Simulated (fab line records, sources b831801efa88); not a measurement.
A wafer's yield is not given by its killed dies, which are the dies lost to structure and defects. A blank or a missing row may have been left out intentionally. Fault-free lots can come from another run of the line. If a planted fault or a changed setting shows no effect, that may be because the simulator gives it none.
Check of tool commonality | flow gf180mcu | 13 lots, 37 wafers sampled

== REASON FOR OPENING ==
2 of 13 lots carry a flag on the reading POLY_GATE_CVD_00_THK at GF_POLY_GATE_THK_MEAS_01. Fault-free wafers read 200.2 nm, with a standard deviation of 1.7.
Rule: a lot is flagged when every wafer of it that has a number lies more than 4 standard deviations from that mean, or none has a number. The rest of the lots are taken to be sound.

lot  | measured     | on            | POLY_GATE_CVD_00_THK (nm), wafer by wafer | flag
L956 | day 8 21:20  | film-metro-01 | 199.7 199.8 198.9                         |
L957 | day 9 06:46  | film-metro-02 | 198.3 199.3 199.3                         |
L959 | day 9 15:54  | film-metro-02 | 197.9 199.3 198.5                         |
L961 | day 10 10:03 | film-metro-01 | 200.2 198.8 199.0                         |
L962 | day 10 18:24 | film-metro-02 | 299.0 297.4 299.5                         | FLAGGED
L963 | day 11 02:59 | film-metro-02 | 294.9 294.1 293.8                         | FLAGGED
L965 | day 12 08:53 | film-metro-03 | 200.8 198.2                               |
L971 | day 13 11:55 | film-metro-03 | 200.4 198.7 199.4                         |
L973 | day 13 22:14 | film-metro-01 | 202.7 202.8 202.3                         |
L974 | day 14 05:16 | film-metro-01 | 203.2 201.7 201.2                         |
L975 | day 14 12:24 | film-metro-03 | 197.8 199.4 198.2                         |
L976 | day 14 17:29 | film-metro-02 | 199.0 200.1                               |
L977 | day 15 01:09 | film-metro-02 | 201.7 201.0 201.4                         |
Average over the flagged lots: 296.4 nm; offset from the usual +96.2 nm, equal to +57 standard deviations.

== LOT BY LOT: THE TOOL USED ==
The record holds 2 process steps before the reading, out of a route of 602 steps. Every cell lists first the tool, next ch and the chambers used by the sampled wafers, and last the start.
lot  | flag    | GF_VT_IMPLANT_STRIP_31               | GF_POLY_GATE_CVD_00
L956 |         | plasma-asher-03 ch 1, day 7 07:39    | lpcvd-02 ch 0, day 8 20:00
L957 |         | plasma-asher-01 ch 1, day 7 16:18    | lpcvd-01 ch 0, day 9 05:26
L959 |         | plasma-asher-03 ch 0,1, day 8 00:40  | lpcvd-01 ch 1, day 9 14:34
L961 |         | plasma-asher-02 ch 0,1, day 8 16:34  | lpcvd-01 ch 1, day 10 08:43
L962 | FLAGGED | plasma-asher-01 ch 0,1, day 9 01:01  | lpcvd-01 ch 0, day 10 17:04
L963 | FLAGGED | plasma-asher-02 ch 0,1, day 9 08:36  | lpcvd-01 ch 0, day 11 01:38
L965 |         | plasma-asher-03 ch 0,1, day 10 09:21 | lpcvd-02 ch 1, day 12 07:31
L971 |         | plasma-asher-02 ch 0,1, day 11 15:00 | lpcvd-02 ch 0, day 13 10:34
L973 |         | plasma-asher-01 ch 0,1, day 12 00:42 | lpcvd-01 ch 1, day 13 20:54
L974 |         | plasma-asher-01 ch 0,1, day 12 06:43 | lpcvd-01 ch 0, day 14 03:56
L975 |         | plasma-asher-02 ch 0,1, day 12 14:34 | lpcvd-02 ch 0, day 14 11:04
L976 |         | plasma-asher-02 ch 0,1, day 12 18:39 | lpcvd-02 ch 0, day 14 16:08
L977 |         | plasma-asher-03 ch 0,1, day 13 01:03 | lpcvd-02 ch 1, day 14 23:48
What is done by these steps:
- GF_VT_IMPLANT_STRIP_31: strips in O2/N2.
- GF_POLY_GATE_CVD_00: deposits poly-Si, target thk 200 nm, time 1200 s.
- GF_POLY_GATE_THK_MEAS_01

== FLAGGED OVER TOTAL, TOOL BY TOOL (the gauges that took the reading come last) ==
step                     | tool            | lots run | flagged | share of the flagged lots | sound lots run after its first flagged lot
GF_VT_IMPLANT_STRIP_31   | plasma-asher-01 | 4        | 1       | some                      | 2 (L973,L974)
GF_VT_IMPLANT_STRIP_31   | plasma-asher-02 | 5        | 1       | some                      | 3 (L971,L975,L976)
GF_VT_IMPLANT_STRIP_31   | plasma-asher-03 | 4        | 0       | none                      | -
GF_POLY_GATE_CVD_00      | lpcvd-01        | 7        | 2       | all                       | 2 (L973,L974)
GF_POLY_GATE_CVD_00      | lpcvd-02        | 6        | 0       | none                      | -
GF_POLY_GATE_THK_MEAS_01 | film-metro-01   | 4        | 0       | none                      | -
GF_POLY_GATE_THK_MEAS_01 | film-metro-02   | 6        | 2       | all                       | 2 (L976,L977)
GF_POLY_GATE_THK_MEAS_01 | film-metro-03   | 3        | 0       | none                      | -

== WHAT THE TABLE PERMITS ==
2 rows of the table ran every flagged lot: lpcvd-01 at GF_POLY_GATE_CVD_00, film-metro-02 at GF_POLY_GATE_THK_MEAS_01.
- lpcvd-01 at GF_POLY_GATE_CVD_00: 2 of its 7 lots flagged. After the first flagged lot (L973, L974), sound lots still ran on it; a lasting fault on the whole tool would not permit that. Its own readings (spike-tc-centre-C, spike-tc-lower-C, spike-tc-top-C, spike-tc-upper-C, susceptor-temp-C) fall more than 4 standard deviations out on all wafers of the flagged lots.
- film-metro-02 at GF_POLY_GATE_THK_MEAS_01: 2 of its 6 lots flagged. After the first flagged lot (L976, L977), sound lots still ran on it; a lasting fault on the whole tool would not permit that.
None of the table's rows ran every flagged lot and, after the first, no sound lot.

== WHAT THE SIMULATOR PUT IN ==
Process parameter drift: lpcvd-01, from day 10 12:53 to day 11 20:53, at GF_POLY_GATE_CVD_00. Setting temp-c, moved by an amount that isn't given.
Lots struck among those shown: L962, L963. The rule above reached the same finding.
